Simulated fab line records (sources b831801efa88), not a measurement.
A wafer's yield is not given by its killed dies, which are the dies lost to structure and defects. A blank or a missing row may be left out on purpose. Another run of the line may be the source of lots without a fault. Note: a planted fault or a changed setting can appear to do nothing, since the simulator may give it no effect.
Struck lot and sound lot, side by side	flow sfq_line	14 out of 325 route steps
Sound: these wafers, L267.4, L267.5, L267.6. Struck: wafers L258.4, L258.5. (L258.1 of the same lot was not struck and is left out.) The cause comes at the end.
At each step with rows: each side's tool, then ch and its chambers, then its first start. Under that, the readings that differ: sound wafers	struck wafers	difference of the means	sigmas: that difference in standard deviations of wafers without a fault.
alike: a reading whose means differ by less than 2 such deviations, as well as words and numbers matching on both sides. not compared: withheld readings; readings where some wafer has no value; bounds like >300 that might hide an equal value; numbers whose values overlap and for which the record gives no deviation.
Wherever a step has rows on one side only, a row that says differs or no value, or a row with sigmas, the two part there. Non-overlapping numbers with no deviation appear without sigmas and do not part them. Lack of a reading on every wafer of one side parts them only where that side has two or more wafers.

first, 2 steps without rows for these wafers: SFQ_TRILAYER_I0_VIA_STRIP_SOLV_CLEAN_036 (cleans in NMP, time 600 s); SFQ_TRILAYER_M1_DEP_PRE_CLEAN_038 (time 22.5 s).
SFQ_TRILAYER_M1_DEP_SPUTTER_037: material Nb, target thk 200 nm, time 133.3 s.
  sound on pvd_sputter-05 at day 19 18:04; struck on pvd_sputter-04 at day 18 16:52
  alike: throttle_valve_pct
SFQ_M1_RS_MEAS_909: a four-point-probe measurement.
  sound on film_metro-03 at day 19 18:13; struck on film_metro-03 at day 18 16:57
  alike: M1_NB_RS
then, 6 steps without rows for these wafers: SFQ_TRILAYER_M1_LITHO_COAT_044 (resist thk 62 nm); SFQ_TRILAYER_M1_LITHO_COAT_039 (resist thk 600 nm); SFQ_TRILAYER_M1_LITHO_SOFTBAKE_043; SFQ_TRILAYER_M1_LITHO_EXPOSE_040 (exposes mask M1, target cd 500 nm); SFQ_TRILAYER_M1_LITHO_PEB_042 (peb time 60 s); SFQ_TRILAYER_M1_LITHO_DEVELOP_041 (time 60 s).
SFQ_M1_OVL_MEAS_911:
  sound on overlay-01 at day 19 20:36; struck on overlay-01 at day 18 22:12
  alike: M1_OVL
SFQ_TRILAYER_M1_BARC_OPEN_METAL_ETCH_054: etches BARC in O2, target depth 125 nm, time 41.7 s.
  sound on rie_metal-03 ch 0,1, day 19 20:38; struck on rie_metal-01 ch 0,1, day 18 22:14
reading	sound	struck	difference	sigmas
model.KrF_of_TRILAYER_M1_LITHO_COAT_039.thk_nm (nm)	518.7 519.2 520.3	547.9 551.2	+30.1	
  alike: drypump_motor_current_A, oes_product_au
  not compared: rf_hours_counter_h
SFQ_TRILAYER_M1_ETCH_METAL_ETCH_042: etches Nb in Cl2/Ar, stops on SiO2, target depth 240 nm, time 120 s.
  sound on rie_metal-03 ch 0,1, day 19 20:43; struck on rie_metal-01 ch 0,1, day 18 22:18
reading	sound	struck	difference	sigmas
model.KrF_of_TRILAYER_M1_LITHO_COAT_039.thk_nm (nm)	374.3 374.7 376.3	408 412.3	+35	
  alike: drypump_motor_current_A, oes_product_au
  not compared: rf_hours_counter_h
SFQ_TRILAYER_M1_STRIP_STRIP_043: strips in O2.
  sound on rie_metal-03 ch 0,1, day 19 21:00; struck on rie_metal-01 ch 0,1, day 18 22:25
  alike: drypump_motor_current_A, oes_product_au
  not compared: rf_hours_counter_h

## WHERE THEY PART
Nowhere in this record.

WHY: the cause the simulator had injected
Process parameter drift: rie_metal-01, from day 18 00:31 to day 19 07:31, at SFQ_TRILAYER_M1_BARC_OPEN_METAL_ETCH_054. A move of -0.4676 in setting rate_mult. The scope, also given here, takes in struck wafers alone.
